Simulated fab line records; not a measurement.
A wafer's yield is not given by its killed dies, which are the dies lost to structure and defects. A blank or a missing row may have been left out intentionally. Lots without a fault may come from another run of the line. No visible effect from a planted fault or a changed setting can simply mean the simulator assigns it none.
Code-filled problem report in 8D (eight disciplines) form | flow gf180mcu | the parts of the form that need people (team, actions taken, sign-off) are left out

## 1. WHAT IS WRONG
Mean HV_LDD_4_TW at GF_HV_LDD_TW_MEAS_50: 537 over 6 wafers in 2 lots; fault-free wafers: 571, standard deviation 3.9. That is -8.7 standard deviations from the usual mean.
The first sign was on wafer L287.3 at day 15 13:24, on film_metro-04. The record holds 42 wafers of 14 lots with a number at this step. By rule, "out" or "out of limits" means more than 4 standard deviations away from the usual mean. The other wafers with a number count as sound.

## 2. WHAT IT IS AND WHAT IT IS NOT
question                    | is                           | is not
which readings at this step | HV_LDD_4_TW                  | -
which lots                  | L287, L288                   | L279, L280, L283, L284, L290, L296, L297, L298, L299, L300, L301, L302
which wafers of those lots  | all that have a number       | -
read on which gauges        | film_metro-01, film_metro-04 | film_metro-02
when                        | from day 15 13:24            | up to then (12 sound wafers); but 24 sound wafers of L290, L296, L297, L298, L299, L300, L301, L302 came after

## 3. THE SUSPECTS, EACH WITH WHAT RULES IT OUT
Counting: any tool at a process step up to the reading is kept as a suspect provided that every lot that is out went through it and no sound lot did after the first of them.
- the gauge at GF_HV_LDD_TW_MEAS_50 has been ruled out. The wafers that are out were read on 2 gauges (film_metro-01, film_metro-04).
- implanter-04 at GF_HV_LDD_IMPLANT_48: ruled out as a lasting fault. Sound lots L297 ran on it after its first lot that is out, L287 (day 15 13:11).
Left after counting: nothing in the record.

## 4. THE CAUSE (what the simulator had put in)
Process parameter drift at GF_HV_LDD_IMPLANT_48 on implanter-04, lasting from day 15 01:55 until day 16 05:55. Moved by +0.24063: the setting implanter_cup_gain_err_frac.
It was ruled out by counting, in error; the rule expects a fault to strike all lots run on its tool from its start on, and this fault did not.

## 5. THE EFFECT CHAIN, in route order
Each row: a reading whose mean over the struck wafers that have a number lies more than 3 standard deviations from the usual. Only readings whose record carries a usual standard deviation are examined. hours: median over the lots of the time between each lot's start at the first step of this table that gives one and its start at this step. sigmas: the change, counted in usual standard deviations.
hours | step                 | reading            | usual  | on struck wafers | change | sigmas
0     | GF_HV_LDD_IMPLANT_48 | beam_on_s          | 9.99 s | 8.06             | -1.93  | -11
0     | GF_HV_LDD_IMPLANT_48 | faraday_current_uA | 169    | 210              | +41    | +13
0     | GF_HV_LDD_TW_MEAS_50 | HV_LDD_4_TW        | 571    | 537              | -34    | -8.7
The process steps in it:
- GF_HV_LDD_IMPLANT_48
Later steps that measure or inspect, where all struck wafers having a row at the step show a number for every such reading and not one has moved that far: GF_CONTACT_OVL_MEAS_15.

## 6. HOW IT WOULD HAVE BEEN CAUGHT EARLIER
11 hours passed between the start of the fault at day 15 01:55 and the first reading out of limits at a measuring or inspecting step in this record, taken at day 15 13:24.
At GF_HV_LDD_IMPLANT_48, the tool's own readings (beam_on_s, faraday_current_uA) were out on each struck wafer the step has a row for, so an alarm limit on them would have fired on the first such wafer.
